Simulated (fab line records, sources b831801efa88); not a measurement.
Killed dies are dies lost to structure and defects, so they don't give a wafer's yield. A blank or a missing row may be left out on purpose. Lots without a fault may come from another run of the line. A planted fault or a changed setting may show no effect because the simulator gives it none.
Chamber matching | flow gf180mcu | GF_M5_ETCH_09 on rie_diel-03: 4 sister chambers
The step etches Si3N4 in CF4/O2, target depth 52 nm, time 11.6 s. 24 wafers are shown with their chamber, then 12 later ones without.

WAFERS WITH THEIR CHAMBER
wafer  | chamber | drypump_motor_current_A (A) | oes_product_au (a.u.) | throttle_valve_pct (%)
L074.1 | 0       | 6.1                         | 0.991                 | 5.980
L074.3 | 3       | 4.9                         | 0.995                 | 5.980
L074.5 | 3       | 4.8                         | 0.996                 | 5.975
L075.2 | 1       | 6.2                         | 1.004                 | 5.967
L075.3 | 2       | 5.7                         | 0.984                 | 5.973
L075.5 | 0       | 6.1                         | 0.997                 | 5.959
L080.3 | 3       | 4.9                         | 1.009                 | 5.981
L080.4 | 0       | 6.1                         | 0.989                 | 5.973
L080.5 | 1       | 6.2                         | 0.999                 | 5.972
L082.3 | 3       | 4.9                         | 1.002                 | 5.966
L082.5 | 0       | 6.1                         | 0.991                 | 5.969
L082.6 | 1       | 6.2                         | 0.985                 | 5.975
L084.4 | 0       | 6.0                         | 0.995                 | 5.979
L084.5 | 3       | 4.9                         | 0.998                 | 5.972
L084.6 | 0       | 6.0                         | 0.986                 | 5.960
L085.3 | 2       | 5.7                         | 0.987                 | 5.945
L085.4 | 1       | 6.2                         | 1.005                 | 5.961
L085.5 | 2       | 5.7                         | 0.986                 | 5.972
L089.3 | 1       | 6.2                         | 1.005                 | 5.973
L089.4 | 3       | 4.9                         | 1.007                 | 5.962
L089.6 | 1       | 6.2                         | 1.011                 | 5.984
L088.3 | 1       | 6.2                         | 0.998                 | 5.959
L088.4 | 0       | 6.2                         | 0.989                 | 5.955
L088.5 | 3       | 4.9                         | 0.994                 | 5.965

SIGNATURES (means of the wafers above)
reading                 | chamber 0 | chamber 1 | chamber 2 | chamber 3 | scatter within a chamber
drypump_motor_current_A | 6.086     | 6.200     | 5.700     | 4.886     | 0.0431
oes_product_au          | 0.99114   | 1.00100   | 0.98567   | 1.00014   | 0.00598
throttle_valve_pct      | 5.96786   | 5.97014   | 5.96333   | 5.97157   | 0.00973
Rule: a wafer's distance from a chamber is the root of the sum, over the readings, of the square of ((its reading less the chamber's mean) divided by the reading's scatter). The wafer belongs to the nearest chamber; if the next one is less than 2 further off, it can't be placed. The scatter: the root of (the sum of the squares of (reading less its chamber's mean) over the shown wafers, divided by (wafers less chambers)).

WAFERS WITHOUT THEIR CHAMBER
wafer  | drypump_motor_current_A (A) | oes_product_au (a.u.) | throttle_valve_pct (%)
L090.4 | 6.1                         | 0.998                 | 5.976
L090.5 | 6.1                         | 0.987                 | 5.973
L090.6 | 4.9                         | 0.992                 | 5.979
L091.2 | 5.7                         | 0.991                 | 5.985
L091.3 | 4.8                         | 0.995                 | 5.980
L091.4 | 6.0                         | 0.996                 | 5.980
L093.1 | 4.9                         | 0.995                 | 5.976
L093.2 | 5.7                         | 0.992                 | 5.976
L093.4 | 6.1                         | 0.983                 | 5.980
L094.2 | 5.7                         | 0.986                 | 5.971
L094.4 | 6.1                         | 1.000                 | 5.980
L094.6 | 5.7                         | 0.993                 | 5.965

WHICH CHAMBER EACH WENT THROUGH
wafer  | from the rows above     | in truth
L090.4 | can't be placed: 0 or 1 | 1
L090.5 | 0                       | 0
L090.6 | 3                       | 3
L091.2 | 2                       | 2
L091.3 | 3                       | 3
L091.4 | 0                       | 0
L093.1 | 3                       | 3
L093.2 | 2                       | 2
L093.4 | 0                       | 0
L094.2 | 2                       | 2
L094.4 | can't be placed: 0 or 1 | 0
L094.6 | 2                       | 2
Placed correctly: 10 of 12. Can't be placed from these rows: 2 (the true chamber is among the candidates in 2). Placed wrongly: 0.
